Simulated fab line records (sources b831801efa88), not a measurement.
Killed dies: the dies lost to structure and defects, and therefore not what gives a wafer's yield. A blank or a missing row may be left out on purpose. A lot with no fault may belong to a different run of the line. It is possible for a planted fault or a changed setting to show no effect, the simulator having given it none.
fab line records	flow sky130
[record] lots = 5	wafers = 23
route steps=708 shown SD_P@322 RES_XHIGH@334 SD_N@345 LI_CONTACT@362 LOCAL_INTERCONNECT@392 METAL1@435
startH: hours from the record's first day to the start of the lot's first wafer shown	waitH: time in hours since the lot's previous step	" the same as in the row above	L1.1+2: one row covering several wafers at once	- value missing, or start not given	* or withheld: withheld	< > ~ a bound
route shown NAME@n: a module of which the file shows steps, and the number in the route of the first	usual: the fault-free wafers' mean and standard deviation	same: alike in all rows	chamber/n: place in a boat	sites: readings site by site	_std_site: how widely they spread, as a standard deviation	_edge_site: outer sites' mean less inner sites'	radiusMm: how far each site lies from the wafer's centre	mask NAME#n: copy n	behind: the tool/chamber that last shaped the wafer	hold: what put the lot on hold/how long, in hours/how the hold closed	device: the n, p or np transistor that did not switch	end of line: at the end of the route, the tests of the same wafers	step lacking rows: just its recipe	killed: at the first sort, the dies lost to defects and structure; wafer yield is something else	map: the dies of a wafer, with x for killed, . for not killed, _ for no die there
set.NAME: setting as actually run; set.NAME@STEP: the setting as run at that earlier step	model.NAME: the simulator's own value behind a step, which no gauge read
one table per step and one row per wafer, for lots whose settings were changed on purpose
[[steps]]
[step SKY_SD_P_COAT_02]
[recipe] resist = NOVOLAK	spinRpm = 3000	resistThkNm = 1140
lot.wafer	tool	chamber	startH	waitH	set.resistThkNm	model.NOVOLAK_of_SD_P_COAT_02.thkNm
L074.1	lithoTrack-01	0	572.91	0.1	1205	1207
L074.3	"	0	"	"	1140	1140
L074.4	"	0	"	"	1140	1137
L074.5+6	"	0	"	"	1205	1204
L076.2	lithoTrack-01	0	593.24	0.1	1140	1145
L076.4+6	"	0	"	"	1140	1140
L077.1+3	lithoTrack-03	0	601.09	0.1	1195	1193
L077.2+6	"	0	"	"	1140	1140
L077.4	"	0	"	"	1195	1195
L079.1	lithoTrack-01	0	635.81	0.1	1171	1168
L079.2	"	0	"	"	1140	1140
L079.3	"	0	"	"	1140	1135
L079.4	"	0	"	"	1171	1167
L079.5	"	0	"	"	1171	1164
L084.2+3+4	lithoTrack-01	0	669.64	0.1	1140	1138
L084.5	"	0	"	"	1140	1136
L084.6	"	0	"	"	1140	1140
[step SKY_SD_P_SOFTBAKE_03]
[recipe] tempC = 90	timeS = 60	resist = NOVOLAK
[step SKY_SD_P_EXPOSE_04]
[recipe] maskId = PSDM	na = 0.6	sourceShape = conventional	sigmaOuter = 0.6	polarization = unpolarized	targetCdNm = 380	doseMj = 138
[step SKY_SD_P_IMPLANT_09]
[recipe] species = BF2	energyKev = 20.12	doseCm2 = 3e+15	tiltDeg = 0
[step SKY_SD_P_STRIP_10]
[recipe] chemistry = O2/N2	powerW = 1400	pressureMtorr = 1500	platenTempC = withheld	o2FlowSccm = 3000	n2FlowSccm = 300	overashFraction = 0.5
[usual] stripTimeToEndpointS = 17.50/0.055
lot.wafer	tool	chamber	startH	waitH	set.resistThkNm@SD_P_COAT_02	stripTimeToEndpointS
L074.1	plasmaAsher-02	0	588.14	0.1	1205	18.27
L074.3	"	0	"	"	1140	17.51
L074.4	"	1	"	"	1140	17.48
L074.5	"	1	"	"	1205	18.19
L074.6	"	0	"	"	1205	18.20
L076.2	plasmaAsher-02	0	608.27	0.1	1140	17.57
L076.4	"	1	"	"	1140	17.50
L076.6	"	0	"	"	1140	17.50
L077.1	plasmaAsher-02	0	616.57	0.1	1195	18.10
L077.2	"	1	"	"	1140	17.54
L077.3	"	1	"	"	1195	18.12
L077.4	"	0	"	"	1195	18.12
L077.6	"	0	"	"	1140	17.50
L079.1	plasmaAsher-04	1	650.17	0.1	1171	17.80
L079.2	"	0	"	"	1140	17.48
L079.3	"	0	"	"	1140	17.44
L079.4	"	1	"	"	1171	17.79
L079.5	"	0	"	"	1171	17.73
L084.2	plasmaAsher-01	1	684.47	0.1	1140	17.48
L084.3	"	1	"	"	1140	17.50
L084.4	"	0	"	"	1140	17.49
L084.5	"	0	"	"	1140	17.46
L084.6	"	1	"	"	1140	17.52
[step SKY_RES_XHIGH_COAT_02]
[recipe] resist = NOVOLAK	spinRpm = 3000	resistThkNm = 1140
lot.wafer	tool	chamber	startH	waitH	set.resistThkNm	model.NOVOLAK_of_RES_XHIGH_COAT_02.thkNm
L074.1	lithoTrack-03	0	602.49	0.1	1165	1163
L074.3+6	"	0	"	"	1140	1141
L074.4	"	0	"	"	1165	1166
L074.5	"	0	"	"	1140	1142
L076.2+4	lithoTrack-02	0	622.84	0.1	1140	1146
L076.6	"	0	"	"	1140	1144
L077.1	lithoTrack-04	0	630.87	0.1	1140	1140
L077.2	"	0	"	"	1140	1135
L077.3+6	"	0	"	"	1140	1138
L077.4	"	0	"	"	1140	1139
L079.1+3	lithoTrack-04	0	664.42	0.1	1140	1142
L079.2	"	0	"	"	1097	1097
L079.4	"	0	"	"	1097	1100
L079.5	"	0	"	"	1140	1145
L084.2+6	lithoTrack-03	0	698.01	0.1	1140	1137
L084.3+4	"	0	"	"	1140	1135
L084.5	"	0	"	"	1140	1138
[step SKY_RES_XHIGH_EXPOSE_04]
[recipe] maskId = URPM	na = 0.6	sourceShape = conventional	sigmaOuter = 0.6	polarization = unpolarized	targetCdNm = 1270	doseMj = 140
lot.wafer	tool	chamber	startH	waitH	mask	set.doseMj
L074.1+3+4+5+6	ilineStepper-02	0	-	-	URPM#0	140
L076.2+4+6	ilineStepper-01	0	-	-	URPM#0	140
L077.1+2	ilineStepper-02	0	-	-	URPM#0	134.4
L077.3+4+6	"	0	"	"	URPM#0	140
L079.1+2+3+4+5	ilineStepper-01	0	-	-	URPM#0	140
L084.2+4+5	ilineStepper-01	0	-	-	URPM#0	140
L084.3+6	"	0	"	"	URPM#0	148.3
[step SKY_RES_XHIGH_PEB_05]
[recipe] tempC = withheld	timeS = *	resist = NOVOLAK
[step SKY_RES_XHIGH_DEVELOP_06]
[recipe] resist = NOVOLAK	developer = TMAH	developTimeS = 60	devTempC = 23
[step SKY_RES_XHIGH_IMPLANT_07]
[recipe] species = BF2	energyKev = 20	doseCm2 = 3.6e+14	tiltDeg = 0
[step SKY_RES_XHIGH_STRIP_08]
[recipe] chemistry = O2/N2	powerW = 1400	pressureMtorr = 1500	platenTempC = withheld	o2FlowSccm = 3000	n2FlowSccm = 300	overashFraction = 0.5
[usual] stripTimeToEndpointS = 14.28/0.043
lot.wafer	tool	chamber	startH	waitH	set.resistThkNm@RES_XHIGH_COAT_02	stripTimeToEndpointS
L074.1	plasmaAsher-04	0	617.94	0.1	1165	14.52
L074.3	"	1	"	"	1140	14.30
L074.4	"	0	"	"	1165	14.55
L074.5	"	1	"	"	1140	14.31
L074.6	"	0	"	"	1140	14.29
L076.2	plasmaAsher-03	0	638.17	0.1	1140	14.35
L076.4	"	1	"	"	1140	14.35
L076.6	"	0	"	"	1140	14.30
L077.1	plasmaAsher-01	1	645.67	0.1	1140	14.28
L077.2	"	0	"	"	1140	14.21
L077.3	"	0	"	"	1140	14.23
L077.4	"	1	"	"	1140	14.27
L077.6	"	0	"	"	1140	14.25
L079.1	plasmaAsher-04	0	678.59	0.1	1140	14.29
L079.2	"	1	"	"	1097	13.78
L079.3	"	0	"	"	1140	14.29
L079.4	"	1	"	"	1097	13.79
L079.5	"	0	"	"	1140	14.33
L084.2	plasmaAsher-01	0	711.77	0.1	1140	14.23
L084.3	"	0	"	"	1140	14.23
L084.4	"	1	"	"	1140	14.21
L084.5	"	1	"	"	1140	14.25
L084.6	"	0	"	"	1140	14.23
[step SKY_SD_N_SOFTBAKE_03]
[recipe] tempC = 90	timeS = 60	resist = NOVOLAK
lot.wafer	tool	chamber	startH	waitH	set.tempC
L074.1+3	lithoTrack-01	0	632.66	0.1	90
L074.4+5+6	"	0	"	"	93.74
L076.2+4+6	lithoTrack-03	0	652.41	0.1	90
L077.1+2+4	lithoTrack-03	0	659.89	0.1	88.09
L077.3+6	"	0	"	"	90
L079.1+2+5	lithoTrack-01	0	692.56	0.1	87.73
L079.3+4	"	0	"	"	90
L084.2+4+6	lithoTrack-03	0	725.76	0.1	86.3
L084.3+5	"	0	"	"	90
[step SKY_SD_N_EXPOSE_04]
[recipe] maskId = NSDM	na = 0.6	sourceShape = conventional	sigmaOuter = 0.6	polarization = unpolarized	targetCdNm = 380	doseMj = 141
[step SKY_SD_N_PEB_05]
[recipe] tempC = withheld	timeS = *	resist = NOVOLAK
[step SKY_SD_N_DEVELOP_06]
[recipe] resist = NOVOLAK	developer = TMAH	developTimeS = 60	devTempC = 23
lot.wafer	tool	chamber	startH	waitH	set.tempC@SD_N_SOFTBAKE_03	model.NOVOLAK_of_SD_N_COAT_02.thkNm
L074.1	lithoTrack-04	0	646.92	0.1	90	1135
L074.3	"	0	"	"	90	1137
L074.4	"	0	"	"	93.74	1128
L074.5+6	"	0	"	"	93.74	1127
L076.2+4	lithoTrack-04	0	666.90	0.1	90	1141
L076.6	"	0	"	"	90	1139
L077.1	lithoTrack-03	0	673.94	0.1	88.09	1147
L077.2	"	0	"	"	88.09	1145
L077.3	"	0	"	"	90	1137
L077.4	"	0	"	"	88.09	1144
L077.6	"	0	"	"	90	1136
L079.1	lithoTrack-04	0	706.07	0.1	87.73	1151
L079.2	"	0	"	"	87.73	1152
L079.3	"	0	"	"	90	1142
L079.4	"	0	"	"	90	1143
L079.5	"	0	"	"	87.73	1149
L084.2	lithoTrack-04	0	739.55	0.1	86.3	1148
L084.3	"	0	"	"	90	1136
L084.4	"	0	"	"	86.3	1151
L084.5	"	0	"	"	90	1142
L084.6	"	0	"	"	86.3	1152
[step SKY_SD_N_IMPLANT_10]
[recipe] species = P	energyKev = 20	doseCm2 = 1e+14	tiltDeg = 0
lot.wafer	tool	chamber	startH	waitH	set.energyKev	model.implant.drpNm
L074.1+4+5	implanter-04	0	647.38	0.1	20	13
L074.3+6	"	0	"	"	19.52	12.81
L076.2+4+6	implanter-03	0	667.35	0.1	20	13
L077.1+4	implanter-03	0	674.39	0.1	20	13
L077.2+3+6	"	0	"	"	20.39	13.15
L079.1+2+3	implanter-01	0	706.53	0.1	20.66	13.26
L079.4+5	"	0	"	"	20	13
L084.2+3+5	implanter-03	0	740.00	0.1	20	13
L084.4+6	"	0	"	"	20.34	13.13
[step SKY_SD_N_STRIP_11]
[recipe] chemistry = O2/N2	powerW = 1400	pressureMtorr = 1500	platenTempC = withheld	o2FlowSccm = 3000	n2FlowSccm = 300	overashFraction = 0.5
[usual] stripTimeToEndpointS = 22.64/0.034
lot.wafer	tool	chamber	startH	waitH	set.tempC@SD_N_SOFTBAKE_03	stripTimeToEndpointS
L074.1	plasmaAsher-02	0	647.53	0.1	90	22.61
L074.3	"	0	"	"	90	22.63
L074.4	"	1	"	"	93.74	22.53
L074.5	"	0	"	"	93.74	22.49
L074.6	"	1	"	"	93.74	22.52
L076.2	plasmaAsher-03	0	667.48	0.1	90	22.67
L076.4	"	1	"	"	90	22.67
L076.6	"	1	"	"	90	22.66
L077.1	plasmaAsher-03	1	674.54	0.1	88.09	22.75
L077.2	"	0	"	"	88.09	22.73
L077.3	"	0	"	"	90	22.63
L077.4	"	1	"	"	88.09	22.73
L077.6	"	0	"	"	90	22.61
L079.1	plasmaAsher-03	1	706.68	0.1	87.73	22.74
L079.2	"	0	"	"	87.73	22.73
L079.3	"	1	"	"	90	22.67
L079.4	"	0	"	"	90	22.68
L079.5	"	1	"	"	87.73	22.74
L084.2	plasmaAsher-04	0	740.13	0.1	86.3	22.74
L084.3	"	1	"	"	90	22.61
L084.4	"	0	"	"	86.3	22.74
L084.5	"	0	"	"	90	22.65
L084.6	"	1	"	"	86.3	22.78
[step SKY_LI_CONTACT_HDPCVD_00]
[recipe] material = PSG	targetThkNm = 930	sigmaOpenFrac = 0.3	timeS = 155	tempC = 600	sih4FlowSccm = 60	pressureMtorr = 6
lot.wafer	tool	chamber	startH	waitH	set.sih4FlowSccm	model.PSG_of_LI_CONTACT_HDPCVD_00.thkNm
L074.1	hdpcvd-02	2	648.30	0.0	60	923.8
L074.3	"	1	"	"	60	933.6
L074.4	"	0	"	"	54.95	843.9
L074.5	"	2	"	"	54.95	843.4
L074.6	"	1	"	"	60	944.1
L076.2	hdpcvd-02	0	668.34	0.0	60	933.6
L076.4	"	0	"	"	60	933
L076.6	"	2	"	"	60	928.5
L077.1	hdpcvd-01	1	675.30	0.0	62.86	959.7
L077.2	"	0	"	"	60	944.1
L077.3	"	2	"	"	60	927.9
L077.4	"	0	"	"	62.86	990
L077.6	"	1	"	"	62.86	979
L079.1	hdpcvd-02	0	707.45	0.0	60	932.1
L079.2	"	2	"	"	65.02	1003
L079.3	"	1	"	"	60	932.5
L079.4	"	0	"	"	60	935.6
L079.5	"	1	"	"	65.02	1007
L084.2	hdpcvd-02	2	740.89	0.0	55.16	847.7
L084.3	"	0	"	"	60	931.3
L084.4	"	2	"	"	60	925.8
L084.5	"	1	"	"	55.16	839.9
L084.6	"	0	"	"	60	923
[step SKY_LI_CONTACT_THK_MEAS_01]
[recipe] reads = PSG_of_LI_CONTACT_HDPCVD_00
[usual] LI_CONTACT_HDPCVD_THK = 930/7.9
lot.wafer	tool	chamber	startH	waitH	set.sih4FlowSccm@LI_CONTACT_HDPCVD_00	LI_CONTACT_HDPCVD_THK[nm]
L074.1	filmMetro-04	-	648.40	0.1	60	924
L074.3	"	-	"	"	60	934
L074.4	"	-	"	"	54.95	843
L074.5	"	-	"	"	54.95	843
L074.6	"	-	"	"	60	944
L076.2	filmMetro-01	-	668.45	0.1	60	934
L076.4	"	-	"	"	60	932
L076.6	"	-	"	"	60	928
L077.1	filmMetro-02	-	675.40	0.1	62.86	960
L077.2	"	-	"	"	60	944
L077.3	"	-	"	"	60	928
L077.4	"	-	"	"	62.86	990
L077.6	"	-	"	"	62.86	979
L079.1	filmMetro-01	-	707.55	0.1	60	932
L079.2	"	-	"	"	65.02	1004
L079.3	"	-	"	"	60	932
L079.4	"	-	"	"	60	935
L079.5	"	-	"	"	65.02	1007
L084.2	filmMetro-02	-	741.00	0.1	55.16	848
L084.3	"	-	"	"	60	931
L084.4	"	-	"	"	60	926
L084.5	"	-	"	"	55.16	841
L084.6	"	-	"	"	60	923
[step SKY_LI_CONTACT_CVD_21]
[recipe] material = W	targetThkNm = 400	timeS = 120.56	tempC = 400	pressureTorr = 40
lot.wafer	tool	chamber	startH	waitH	set.tempC	model.W_of_LI_CONTACT_CVD_21.thkNm
L074.1	cvdW-02	1	678.19	0.0	400	401.3
L074.3	"	1	"	"	393.6	360.6
L074.4	"	0	"	"	393.6	354.4
L074.5	"	1	"	"	400	404.3
L074.6	"	0	"	"	393.6	352
L076.2	cvdW-01	0	697.68	0.0	400	393.1
L076.4	"	1	"	"	400	403.4
L076.6	"	0	"	"	400	390.5
L077.1	cvdW-01	1	704.23	0.0	400	411.4
L077.2	"	0	"	"	400	398.4
L077.3	"	1	"	"	400	405.1
L077.4	"	0	"	"	400	397.2
L077.6	"	1	"	"	400	411.5
L079.1	cvdW-02	0	735.58	0.0	400	399.1
L079.2	"	1	"	"	400	404.3
L079.3	"	0	"	"	395.9	366.5
L079.4	"	1	"	"	395.9	372.4
L079.5	"	0	"	"	395.9	366.8
L084.2	cvdW-01	1	769.29	0.0	400	412.5
L084.3	"	0	"	"	391.4	341.4
L084.4	"	1	"	"	400	405.7
L084.5	"	0	"	"	391.4	343
L084.6	"	1	"	"	391.4	351.9
[step SKY_LI_CONTACT_RS_MEAS_22]
[recipe] thkMeasGauge = four-point-probe	reads = W_of_LI_CONTACT_CVD_21+TiN_of_LI_CONTACT_SPUTTER_20+Ti_of_LI_CONTACT_SPUTTER_19
[usual] LI_CONTACT_W_RS = 0.282/0.0044
lot.wafer	tool	chamber	startH	waitH	set.tempC@LI_CONTACT_CVD_21	LI_CONTACT_W_RS[ohm/sq]
L074.1	filmMetro-04	-	678.41	0.2	400	0.284
L074.3	"	-	"	"	393.6	0.317
L074.4	"	-	"	"	393.6	0.321
L074.5	"	-	"	"	400	0.282
L074.6	"	-	"	"	393.6	0.324
L076.2	filmMetro-01	-	697.82	0.1	400	0.289
L076.4	"	-	"	"	400	0.282
L076.6	"	-	"	"	400	0.291
L077.1	filmMetro-01	-	704.35	0.1	400	0.277
L077.2	"	-	"	"	400	0.286
L077.3	"	-	"	"	400	0.281
L077.4	"	-	"	"	400	0.285
L077.6	"	-	"	"	400	0.276
L079.1	filmMetro-04	-	735.70	0.1	400	0.285
L079.2	"	-	"	"	400	0.282
L079.3	"	-	"	"	395.9	0.311
L079.4	"	-	"	"	395.9	0.306
L079.5	"	-	"	"	395.9	0.311
L084.2	filmMetro-01	-	769.43	0.1	400	0.276
L084.3	"	-	"	"	391.4	0.334
L084.4	"	-	"	"	400	0.281
L084.5	"	-	"	"	391.4	0.332
L084.6	"	-	"	"	391.4	0.323
[step SKY_LI_CONTACT_THK_MEAS_23]
[recipe] thkMeasGauge = xrf	reads = W_of_LI_CONTACT_CVD_21
[usual] LI_CONTACT_W_THK = 407/7.2
lot.wafer	tool	chamber	startH	waitH	set.tempC@LI_CONTACT_CVD_21	LI_CONTACT_W_THK[nm]
L074.1	filmMetro-04	-	678.53	0.1	400	411
L074.3	"	-	"	"	393.6	368
L074.4	"	-	"	"	393.6	362
L074.5	"	-	"	"	400	415
L074.6	"	-	"	"	393.6	360
L076.2	filmMetro-01	-	697.93	0.1	400	397
L076.4	"	-	"	"	400	406
L076.6	"	-	"	"	400	395
L077.1	filmMetro-01	-	704.47	0.1	400	416
L077.2	"	-	"	"	400	403
L077.3	"	-	"	"	400	410
L077.4	"	-	"	"	400	402
L077.6	"	-	"	"	400	416
L079.1	filmMetro-04	-	735.82	0.1	400	404
L079.2	"	-	"	"	400	411
L079.3	"	-	"	"	395.9	369
L079.4	"	-	"	"	395.9	376
L079.5	"	-	"	"	395.9	370
L084.2	filmMetro-01	-	769.54	0.1	400	418
L084.3	"	-	"	"	391.4	345
L084.4	"	-	"	"	400	410
L084.5	"	-	"	"	391.4	346
L084.6	"	-	"	"	391.4	356
[step SKY_LOCAL_INTERCONNECT_COAT_05]
[recipe] resist = BARC	tempC = withheld	timeS = withheld	spinRpm = 3000	resistThkNm = 60
lot.wafer	tool	chamber	startH	waitH	set.resistThkNm
L074.1+3+4	lithoTrack-03	0	692.59	0.1	60
L074.5+6	"	0	"	"	56.83
L076.2+4+6	lithoTrack-01	0	711.89	0.1	60
L077.1+3	lithoTrack-01	0	718.61	0.1	60
L077.2+4+6	"	0	"	"	58.28
L079.1+2+5	lithoTrack-03	0	749.34	0.1	58.45
L079.3+4	"	0	"	"	60
L084.2+3	lithoTrack-01	0	783.74	0.1	60
L084.4+5+6	"	0	"	"	57.27
[step SKY_LOCAL_INTERCONNECT_ETCH_13]
[recipe] chemistry = N2/H2	target = BARC	ionEnergyEv = 200	biasW = 100	pressureMtorr = 30	n2FlowSccm = 100	h2FlowSccm = 200	icpW = 500	stopOn = SiO2	timeS = 45.9	targetDepthA = 600
[usual] oesProductAu = 0.854/0.0044
lot.wafer	tool	chamber	startH	waitH	set.pressureMtorr	set.resistThkNm@LOCAL_INTERCONNECT_COAT_05	oesProductAu
L074.1	rieMetal-01	1	706.67	0.0	32.48	60	0.862
L074.3	"	1	"	"	32.48	60	0.855
L074.4	"	0	"	"	32.48	60	0.858
L074.5	"	1	"	"	32.48	56.83	0.828
L074.6	"	0	"	"	32.48	56.83	0.829
L076.2	rieMetal-03	0	726.39	0.0	30	60	0.855
L076.4	"	1	"	"	30	60	0.854
L076.6	"	1	"	"	30	60	0.856
L077.1	rieMetal-01	1	733.02	0.0	28.77	60	0.853
L077.2	"	0	"	"	28.77	58.28	0.844
L077.3	"	0	"	"	28.77	60	0.859
L077.4	"	1	"	"	28.77	58.28	0.836
L077.6	"	1	"	"	28.77	58.28	0.844
L079.1	rieMetal-01	0	762.47	0.0	30	58.45	0.841
L079.2	"	1	"	"	30	58.45	0.845
L079.3	"	1	"	"	30	60	0.849
L079.4	"	0	"	"	30	60	0.857
L079.5	"	1	"	"	30	58.45	0.844
L084.2	rieMetal-02	1	797.12	0.0	33.14	60	0.856
L084.3	"	1	"	"	33.14	60	0.853
L084.4	"	1	"	"	33.14	57.27	0.830
L084.5	"	1	"	"	33.14	57.27	0.829
L084.6	"	1	"	"	33.14	57.27	0.832
[step SKY_METAL1_SPUTTER_01]
[recipe] material = TiN	targetThkNm = 20	powerW = 6500	timeS = 16.7	chamberPressurePa = 0.4
lot.wafer	tool	chamber	startH	waitH	set.powerW	model.TiN_of_METAL1_SPUTTER_01.thkNm
L074.1	pvdSputter-04	-	736.73	0.0	6500	20.14
L074.3	"	-	"	"	6500	19.99
L074.4	"	-	"	"	6979	21.85
L074.5	"	-	"	"	6979	21.56
L074.6	"	-	"	"	6979	21.39
L076.2	pvdSputter-02	-	756.11	0.0	6500	19.88
L076.4	"	-	"	"	6500	19.74
L076.6	"	-	"	"	6500	19.64
L077.1	pvdSputter-01	-	762.86	0.0	6500	20.45
L077.2	"	-	"	"	6500	20.53
L077.3	"	-	"	"	6500	20.11
L077.4	"	-	"	"	6500	20.28
L077.6	"	-	"	"	6500	20.41
L079.1	pvdSputter-02	-	792.32	0.0	6500	20.2
L079.2	"	-	"	"	6500	20.31
L079.3	"	-	"	"	6056	19.04
L079.4	"	-	"	"	6500	20.11
L079.5	"	-	"	"	6056	18.88
L084.2	pvdSputter-04	-	826.42	0.0	6053	18.75
L084.3	"	-	"	"	6500	20.57
L084.4	"	-	"	"	6500	20.87
L084.5	"	-	"	"	6053	18.77
L084.6	"	-	"	"	6053	19.41
[step SKY_METAL1_METAL_ETCH_19]
[recipe] targetDepthA = 3600	stopOn = SiO2	overEtchFrac = 0.3	timeS = 78	chemistry = Cl2/BCl3	resistSidewallDeg = 88	pressureMtorr = 10	icpW = 900	biasW = 48.5	Cl2_flow_sccm = 60	bcl3FlowSccm = 30
[usual] oesProductAu = 0.857/0.0074
lot.wafer	tool	chamber	startH	waitH	set.overEtchFrac	oesProductAu
L074.1	rieMetal-03	0	763.66	0.1	0.3467	0.831
L074.3	"	0	"	"	0.3	0.860
L074.4	"	0	"	"	0.3	0.859
L074.5	"	0	"	"	0.3467	0.847
L074.6	"	0	"	"	0.3	0.864
L076.2	rieMetal-02	0	783.66	0.0	0.3	0.861
L076.4	"	0	"	"	0.3	0.859
L076.6	"	1	"	"	0.3	0.859
L077.1	rieMetal-02	1	790.37	0.1	0.2372	0.875
L077.2	"	1	"	"	0.2372	0.885
L077.3	"	1	"	"	0.2372	0.880
L077.4	"	1	"	"	0.3	0.850
L077.6	"	1	"	"	0.3	0.853
L079.1	rieMetal-03	0	818.86	0.0	0.3	0.843
L079.2	"	1	"	"	0.3	0.848
L079.3	"	0	"	"	0.3	0.867
L079.4	"	1	"	"	0.3694	0.832
L079.5	"	0	"	"	0.3694	0.828
L084.2	rieMetal-04	0	852.36	0.0	0.3487	0.837
L084.3	"	0	"	"	0.3487	0.847
L084.4	"	1	"	"	0.3	0.864
L084.5	"	1	"	"	0.3	0.859
L084.6	"	0	"	"	0.3	0.855
[[key]]
[split] step = SKY_SD_P_COAT_02	setting = resistThkNm	stated = 1140	by = wafer
[response] step = SKY_SD_P_COAT_02	reading = model.NOVOLAK_of_SD_P_COAT_02.thkNm	change = +11.4	per = 1%	r = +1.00
[response] step = SKY_SD_P_STRIP_10	reading = stripTimeToEndpointS	change = *	per = 1%	r = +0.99
[split] step = SKY_RES_XHIGH_COAT_02	setting = resistThkNm	stated = 1140	by = wafer
[response] step = SKY_RES_XHIGH_COAT_02	reading = model.NOVOLAK_of_RES_XHIGH_COAT_02.thkNm	change = +11.5	per = 1%	r = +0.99
[response] step = SKY_RES_XHIGH_STRIP_08	reading = stripTimeToEndpointS	change = *	per = 1%	r = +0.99
[split] step = SKY_RES_XHIGH_EXPOSE_04	setting = doseMj	stated = 140	by = wafer
response none clear
[split] step = SKY_SD_N_SOFTBAKE_03	setting = tempC	stated = 90	by = wafer
[response] step = SKY_SD_N_DEVELOP_06	reading = model.NOVOLAK_of_SD_N_COAT_02.thkNm	change = -2.75	per = 1%	r = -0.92
[response] step = SKY_SD_N_STRIP_11	reading = stripTimeToEndpointS	change = *	per = 1%	r = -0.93
[split] step = SKY_SD_N_IMPLANT_10	setting = energyKev	stated = 20	by = wafer
[response] step = SKY_SD_N_IMPLANT_10	reading = model.implant.drpNm	change = +0.0782	per = 1%	r = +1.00
[split] step = SKY_LI_CONTACT_HDPCVD_00	setting = sih4FlowSccm	stated = 60	by = wafer
[response] step = SKY_LI_CONTACT_HDPCVD_00	reading = model.PSG_of_LI_CONTACT_HDPCVD_00.thkNm	change = +9.7	per = 1%	r = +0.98
[response] step = SKY_LI_CONTACT_THK_MEAS_01	reading = LI_CONTACT_HDPCVD_THK	change = +9.73	per = 1%	r = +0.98
[split] step = SKY_LI_CONTACT_CVD_21	setting = tempC	stated = 400	by = wafer
[response] step = SKY_LI_CONTACT_CVD_21	reading = model.W_of_LI_CONTACT_CVD_21.thkNm	change = +29.9	per = 1%	r = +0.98
[response] step = SKY_LI_CONTACT_RS_MEAS_22	reading = LI_CONTACT_W_RS	change = -0.0241	per = 1%	r = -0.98
[response] step = SKY_LI_CONTACT_THK_MEAS_23	reading = LI_CONTACT_W_THK	change = +31.1	per = 1%	r = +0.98
[split] step = SKY_LOCAL_INTERCONNECT_COAT_05	setting = resistThkNm	stated = 60	by = wafer
[response] step = SKY_LOCAL_INTERCONNECT_ETCH_13	reading = oesProductAu	change = +0.00524	per = 1%	r = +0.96
[split] step = SKY_LOCAL_INTERCONNECT_ETCH_13	setting = pressureMtorr	stated = 30	by = lot
response none clear
[split] step = SKY_METAL1_SPUTTER_01	setting = powerW	stated = 6500	by = wafer
[response] step = SKY_METAL1_SPUTTER_01	reading = model.TiN_of_METAL1_SPUTTER_01.thkNm	change = +0.215	per = 1%	r = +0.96
[split] step = SKY_METAL1_METAL_ETCH_19	setting = overEtchFrac	stated = 0.3	by = wafer
[response] step = SKY_METAL1_METAL_ETCH_19	reading = oesProductAu	change = -0.00118	per = 1%	r = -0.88
